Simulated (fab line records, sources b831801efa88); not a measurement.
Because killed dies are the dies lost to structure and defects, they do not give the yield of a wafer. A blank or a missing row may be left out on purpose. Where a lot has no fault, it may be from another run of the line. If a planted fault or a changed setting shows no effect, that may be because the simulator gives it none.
Struck lot and sound lot, side by side :: flow sfq-line :: 42 out of 325 route steps
Sound: the wafers L577.1, L577.5, L577.6. Wafers L584.1, L584.3, L584.5 were the ones struck. The cause is given at the end.
Per side, at each step with rows, come the tool, then ch with its chambers, and then its first start. Under that, the readings that differ: sound wafers :: struck wafers :: difference of the means :: sigmas: that difference in standard deviations of wafers without a fault.
alike: words and numbers the same on both sides, and readings whose means are apart by under 2 such deviations; not compared: readings that were withheld, readings missing a value for some wafer, numbers with overlapping values and no deviation given by the record, and bounds like >300 which may hide the same value.
A row with sigmas, a row that says differs or no value, or rows on one side alone: a step with any of these is where the two part. Non-overlapping numbers with no deviation appear without sigmas and do not part them. Lack of a reading on every wafer of one side parts them only where that side has two or more wafers.

first, 6 steps without rows for these wafers: SFQ_TRILAYER_M2_LITHO_COAT_062 (resist thk 62 nm); SFQ_TRILAYER_M2_LITHO_COAT_057 (resist thk 600 nm); SFQ_TRILAYER_M2_LITHO_SOFTBAKE_061; SFQ_TRILAYER_M2_LITHO_EXPOSE_058 (exposes mask M2, target cd 500 nm); SFQ_TRILAYER_M2_LITHO_PEB_060 (peb time 60 s); SFQ_TRILAYER_M2_LITHO_DEVELOP_059 (time 60 s).
SFQ_M2_OVL_MEAS_916:
  sound on overlay-01 at day 32 03:42; struck on overlay-01 at day 32 18:06
  alike: M2_OVL
then, 1 step without rows for these wafers: SFQ_TRILAYER_M2_BARC_OPEN_METAL_ETCH_077 (etches BARC in O2, target depth 125 nm, time 41.7 s).
SFQ_TRILAYER_M2_ETCH_METAL_ETCH_060: etches Nb in Cl2/Ar, stops on SiO2, target depth 240 nm, time 120 s.
  sound on rie-metal-03 ch 1, day 32 03:52; struck on rie-metal-03 ch 1, day 32 18:16
  alike: chamber-pressure-mTorr, drypump-motor-current-A, oes-product-au
  not compared: rf-hours-counter-h
SFQ_TRILAYER_M2_STRIP_STRIP_061: strips in O2.
  sound on rie-metal-03 ch 1, day 32 04:07; struck on rie-metal-03 ch 1, day 32 18:31
  alike: chamber-pressure-mTorr, drypump-motor-current-A, oes-product-au
  not compared: rf-hours-counter-h
then, 2 steps without rows for these wafers: SFQ_TRILAYER_M2_STRIP_SOLV_CLEAN_062 (cleans in NMP, time 600 s); SFQ_TRILAYER_I2_DEP_PECVD_063 (deposits SiO2 from SiH4/N2O, time 111.11 s, target thk 500 nm).
SFQ_TRILAYER_I2_CMP_CMP_064: polishes SiO2.
  sound on cmp-01 ch 1,2, day 32 06:04; struck on cmp-01 ch 1,3, day 32 20:30
reading: time-to-endpoint-s (s)
sound: 205 229 216
struck: 252 244 255
difference: +34
sigmas: +4

reading: model.SiO2_of_TRILAYER_I2_DEP_PECVD_063.thk-nm (nm)
sound: 198.9 200.9 199.5
struck: 151 152.1 152
difference: -48
sigmas: 
  alike: motor-current-A
SFQ_I2_BOW_MEAS_917:
  sound on film-metro-03 at day 32 08:34; struck on film-metro-01 at day 32 23:00
  alike: I2_BOW
SFQ_TRILAYER_I2_METRO_MEASURE_065:
  sound on film-metro-03 at day 32 08:41; struck on film-metro-01 at day 32 23:07
reading: thk-nm (nm)
sound: 199.0 200.9 199.7
struck: 150.9 152.1 151.9
difference: -48.2
sigmas: -44
then, 6 steps without rows for these wafers: SFQ_TRILAYER_I2_VIA_LITHO_COAT_072 (resist thk 62 nm); SFQ_TRILAYER_I2_VIA_LITHO_COAT_067 (resist thk 650 nm); SFQ_TRILAYER_I2_VIA_LITHO_SOFTBAKE_071; SFQ_TRILAYER_I2_VIA_LITHO_EXPOSE_068 (exposes mask I2, target cd 500 nm); SFQ_TRILAYER_I2_VIA_LITHO_PEB_070 (peb time 60 s); SFQ_TRILAYER_I2_VIA_LITHO_DEVELOP_069 (time 60 s).
-- the record jumps here: 5 days lie between the struck wafers' starts before and after --
SFQ_I2_OVL_MEAS_918:
  sound on overlay-01 at day 37 19:24; struck on overlay-02 at day 38 11:00
  alike: I2_OVL
then, 1 step without rows for these wafers: SFQ_TRILAYER_I2_VIA_BARC_OPEN_VIA_ETCH_096 (etches BARC in O2, target depth 125 nm, time 41.7 s).
SFQ_TRILAYER_I2_VIA_ETCH_VIA_ETCH_070: etches SiO2 in CHF3, stops on Nb, target depth 260 nm.
  sound on rie-diel-01 ch 1,2,3, day 37 19:28; struck on rie-diel-04 ch 0,2, day 38 11:04
reading: oes-product-au (a.u.)
sound: 0.841 0.869 0.848
struck: 0.742 0.739 0.745
difference: -0.111
sigmas: -20

reading: model.etch.depth-nm (nm)
sound: 198.9 200.9 199.5
struck: 151 152.1 152
difference: -48
sigmas: 

reading: model.I2.feature-depth-nm (nm)
sound: 198.9 200.9 199.5
struck: 151 152.1 152
difference: -48
sigmas: 
  alike: chamber-pressure-mTorr, drypump-motor-current-A
SFQ_TRILAYER_I2_VIA_STRIP_STRIP_071: strips in O2.
  sound on rie-metal-02 ch 0,1, day 37 19:35; struck on rie-metal-02 ch 0,1, day 38 11:11
  alike: chamber-pressure-mTorr, drypump-motor-current-A, oes-product-au
  not compared: rf-hours-counter-h
then, 1 step without rows for these wafers: SFQ_TRILAYER_I2_VIA_STRIP_SOLV_CLEAN_072 (cleans in NMP, time 600 s).
SFQ_TRILAYER_M3_DEP_PRE_CLEAN_074: time 22.5 s.
  sound on pvd-sputter-05 at day 37 20:22; struck on pvd-sputter-06 at day 38 11:58
reading: model.SiO2_of_TRILAYER_I2_DEP_PECVD_063.thk-nm (nm)
sound: 191.4 193.4 192
struck: 143.5 144.6 144.5
difference: -48.1
sigmas: 
then, 1 step without rows for these wafers: SFQ_TRILAYER_M3_DEP_SPUTTER_073 (material Nb, target thk 200 nm, time 133.3 s).
SFQ_M3_RS_MEAS_919: the measuring method here is four-point-probe.
  sound on film-metro-03 at day 37 20:29; struck on film-metro-02 at day 38 12:12
  alike: M3_NB_RS
then, 6 steps without rows for these wafers: SFQ_TRILAYER_M3_LITHO_COAT_080 (resist thk 62 nm); SFQ_TRILAYER_M3_LITHO_COAT_075 (resist thk 600 nm); SFQ_TRILAYER_M3_LITHO_SOFTBAKE_079; SFQ_TRILAYER_M3_LITHO_EXPOSE_076 (exposes mask M3, target cd 500 nm); SFQ_TRILAYER_M3_LITHO_PEB_078 (peb time 60 s); SFQ_TRILAYER_M3_LITHO_DEVELOP_077 (time 60 s).
-- the record jumps here: 4 days lie between the struck wafers' starts before and after --
SFQ_M3_OVL_MEAS_921:
  sound on overlay-02 at day 42 03:05; struck on overlay-02 at day 42 21:28
  alike: M3_OVL
SFQ_TRILAYER_M3_BARC_OPEN_METAL_ETCH_100: etches BARC in O2, target depth 125 nm, time 41.7 s.
  sound on rie-metal-03 ch 0,1, day 42 03:07; struck on rie-metal-03 ch 0,1, day 42 21:30
  alike: chamber-pressure-mTorr, drypump-motor-current-A, oes-product-au
  not compared: rf-hours-counter-h
then, 3 steps without rows for these wafers: SFQ_TRILAYER_M3_ETCH_METAL_ETCH_078 (etches Nb in Cl2/Ar, stops on SiO2, target depth 240 nm, time 120 s); SFQ_TRILAYER_M3_STRIP_STRIP_079 (strips in O2); SFQ_TRILAYER_M3_STRIP_SOLV_CLEAN_080 (cleans in NMP, time 600 s).
SFQ_TRILAYER_I3_DEP_PECVD_081: deposits SiO2 from SiH4/N2O, time 111.11 s, target thk 500 nm.
  sound on pecvd-03 ch 0,1, day 42 04:06; struck on pecvd-04 ch 1,2, day 42 22:28
  alike: heater-power-w, susceptor-temp-C, throttle-valve-pct
-- the record jumps here: 45 days lie between the struck wafers' starts before and after --
SFQ_M8_BOW_MEAS_951:
  sound on film-metro-01 at day 80 14:12; struck on film-metro-03 at day 88 09:14
reading: model.etest.i2.link-ohm
sound: 1.95 1.954 1.987
struck: 1.94 1.944 1.921
difference: -0.03
sigmas: 
  alike: M8_BOW

## WHERE THEY PART
At SFQ_TRILAYER_I2_CMP_CMP_064 first; at SFQ_TRILAYER_I2_VIA_ETCH_VIA_ETCH_070 last (within this record only). Later steps at which nothing parts them and some readings are alike: SFQ_TRILAYER_I2_VIA_STRIP_STRIP_071, SFQ_M3_RS_MEAS_919, SFQ_M3_OVL_MEAS_921, SFQ_TRILAYER_M3_BARC_OPEN_METAL_ETCH_100, SFQ_TRILAYER_I3_DEP_PECVD_081, SFQ_M8_BOW_MEAS_951.

WHY: the cause the simulator had injected
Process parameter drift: cmp-01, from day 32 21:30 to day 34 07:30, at SFQ_TRILAYER_I2_CMP_CMP_064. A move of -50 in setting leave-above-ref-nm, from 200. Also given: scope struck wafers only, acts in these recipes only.
